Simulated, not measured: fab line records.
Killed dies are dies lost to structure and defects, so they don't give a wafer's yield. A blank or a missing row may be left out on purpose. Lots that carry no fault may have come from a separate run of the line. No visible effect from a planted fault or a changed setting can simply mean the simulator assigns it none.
2 desks looking at one fault / flow sky130 / each desk holds nothing but its own numbers, with what lay behind them at the end

## TOOL OWNER'S DESK, implanter-01
SKY_LDD_N_IMPLANT_11, tool's own readings: per-lot mean of the sampled wafers with a number, covering each lot this tool ran. If a lot's mean is further than 4 standard deviations from the usual mean, the lot is out of limits and carries the mark OUT (the distance appears in the brackets).
Columns: A = dose ions cm2 at SKY_LDD_N_IMPLANT_11, usual 7.5e+13; B = faraday current uA at SKY_LDD_N_IMPLANT_11, usual 423
lot=L509; first seen here=day 19 11:55; A=7.5e+13; B=428
lot=L520; first seen here=day 22 17:09; A=8.4e+13 (+99 or more) OUT; B=476 (+5.9) OUT
lot=L522; first seen here=day 23 11:49; A=8.4e+13 (+99 or more) OUT; B=480 (+6.3) OUT
This desk finds L520, L522 out of limits, L520 being first, at day 22 17:09 (dose ions cm2 at SKY_LDD_N_IMPLANT_11). Within limits: L509.

## METROLOGY DESK
Lot by lot, what the gauges showed, no matter which tool ran the lot: averages of those sampled wafers that carry a number. If a lot's mean is further than 4 standard deviations from the usual mean, the lot is out of limits and carries the mark OUT (the distance appears in the brackets).
Columns: A = cd nm at SKY_POLY_GATE_CD_MEAS_22, usual 150.3 nm; B = LDD_N_OVL at SKY_LDD_N_OVL_MEAS_07, usual -1.1 nm; C = LDD_N_TW at SKY_LDD_N_TW_MEAS_17, usual 2602
lot=L508; first seen here=day 17 14:49; A=150.7; B=0.4; C=2613
lot=L509; first seen here=day 18 05:08; A=149.5; B=-1.8; C=2602
lot=L520; first seen here=day 21 09:07; A=152.1; B=-3.4; C=2631
lot=L522; first seen here=day 22 05:02; A=148.9; B=-1.9; C=2611
lot=L529; first seen here=day 24 15:56; A=152.0; B=-2.9; C=2594
lot=L530; first seen here=day 24 20:40; A=150.7; B=-0.9; C=2586
This desk's finding: nothing out of limits on any of the 6 lots.

## BROUGHT TOGETHER
An alarm could have come from the tool owner's desk at day 22 17:09, on L520, L522.
The metrology desk saw nothing out of limits.
The metrology desk holds a record of L520, L522, inside its limits.
SKY_LDD_N_IMPLANT_11 was run on implanter-01 by each of the lots named.

## WHAT THE SIMULATOR HAD INSERTED
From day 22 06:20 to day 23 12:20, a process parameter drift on implanter-01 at SKY_LDD_N_IMPLANT_11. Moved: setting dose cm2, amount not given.
Shown lots that were struck: L520, L522.
Time in hours from fault onset to the first out-of-limits reading at each desk: the tool owner's desk, 11.
